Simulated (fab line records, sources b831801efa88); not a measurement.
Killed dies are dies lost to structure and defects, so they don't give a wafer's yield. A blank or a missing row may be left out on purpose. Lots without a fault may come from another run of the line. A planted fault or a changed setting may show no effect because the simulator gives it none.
Problem report in the 8D (eight disciplines) form, filled by code | flow gf180mcu | the parts of the form that need people (team, actions taken, sign-off) are left out

1. THE PROBLEM
V5_W_RS at GF_V5_RS_MEAS_24 reads a mean of 0.405 ohm/sq on 2 wafers of 2 lots; wafers without a fault read 0.329 ohm/sq with a standard deviation of 0.0059. That is +13 standard deviations from the usual mean.
The step: measures by four-point-probe.
First seen on wafer L165.5, day 30 08:56, on film_metro-02. The record holds 33 wafers of 11 lots with a number at this step. Rule for "out", or "out of limits": more than 4 standard deviations from the usual mean. The other wafers with a number count as sound.

2. WHAT IT IS AND WHAT IT IS NOT
question                    | is                           | is not
which readings at this step | V5_W_RS                      | -
which lots                  | L165, L168                   | L154, L155, L158, L159, L160, L164, L173, L174, L175
which wafers of those lots  | L165.5, L168.3               | L165.4, L165.6, L168.2, L168.5
read on which gauges        | film_metro-02, film_metro-03 | film_metro-04
when                        | from day 30 08:56            | up to then (20 sound wafers); but 11 sound wafers of L168, L173, L174, L175 came after

3. SUSPECTS, AND WHAT RULES EACH OUT
Counting: a tool at a process step up to the reading stays a suspect if it ran every lot that is out. Sound lots after the first of them don't rule it out here, since some wafers of a struck lot are sound.
- the gauge at GF_V5_RS_MEAS_24: ruled out. The wafers that are out were read on 2 gauges (film_metro-02, film_metro-03).
- cvd_w-01 at GF_V5_CVD_23 (deposits W, target thk 350 nm, time 104.9 s): kept. It ran every lot that is out, first L165 (day 30 08:47); its last sound lot up to then is L159 (day 28 20:50). Its own readings are out on those wafers: chamber_pressure_Torr.
- Within cvd_w-01 at GF_V5_CVD_23: the wafers that are out ran in chamber 0; their sound lot-mates ran in chamber 1.
Left after counting: cvd_w-01 at GF_V5_CVD_23.

4. THE CAUSE (what the simulator had put in)
Process parameter drift: cvd_w-01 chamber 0, from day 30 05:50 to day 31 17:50, at GF_V5_CVD_23. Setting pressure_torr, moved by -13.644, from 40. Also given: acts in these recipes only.
Counting left only this tool.

5. THE CHAIN OF EFFECTS, in route order
Each row: a reading whose mean over the struck wafers that have a number lies more than 3 standard deviations from the usual. Only readings for which the record gives a usual standard deviation are gone through. hours: the time from each lot's start at the first step in this table that gives one to its start at this step, as a median over the lots. sigmas: the change in usual standard deviations.
hours | step              | reading               | usual        | on struck wafers | change | sigmas
0     | GF_V5_CVD_23      | chamber_pressure_Torr | 39.99 Torr   | 26.43            | -13.56 | -99 or more
0     | GF_V5_RS_MEAS_24  | V5_W_RS               | 0.329 ohm/sq | 0.405            | +0.076 | +13
0     | GF_V5_THK_MEAS_25 | V5_W_THK              | 349 nm       | 286              | -64    | -7.8
0     | GF_V5_CMP_26      | time_to_endpoint_s    | 83 s         | 70               | -14    | -4.1
The process steps in it:
- GF_V5_CVD_23: deposits W, target thk 350 nm, time 104.9 s.
- GF_V5_CMP_26: polishes, stops on SiO2, t overpolish 15 s, target thk 0 nm.

6. WHAT WOULD HAVE CAUGHT IT SOONER
In this record the first reading out of limits at a measuring or inspecting step was taken at day 30 08:56, 3 hours after the fault began at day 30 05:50.
The tool's own readings at GF_V5_CVD_23 were out on every struck wafer that the step has a row for (chamber_pressure_Torr): an alarm limit on them would have fired on the first of those.
Of the lots that are out (2), L168 began GF_V5_CVD_23 on cvd_w-01 after day 30 08:56. A hold on the tool at that time would have spared it.
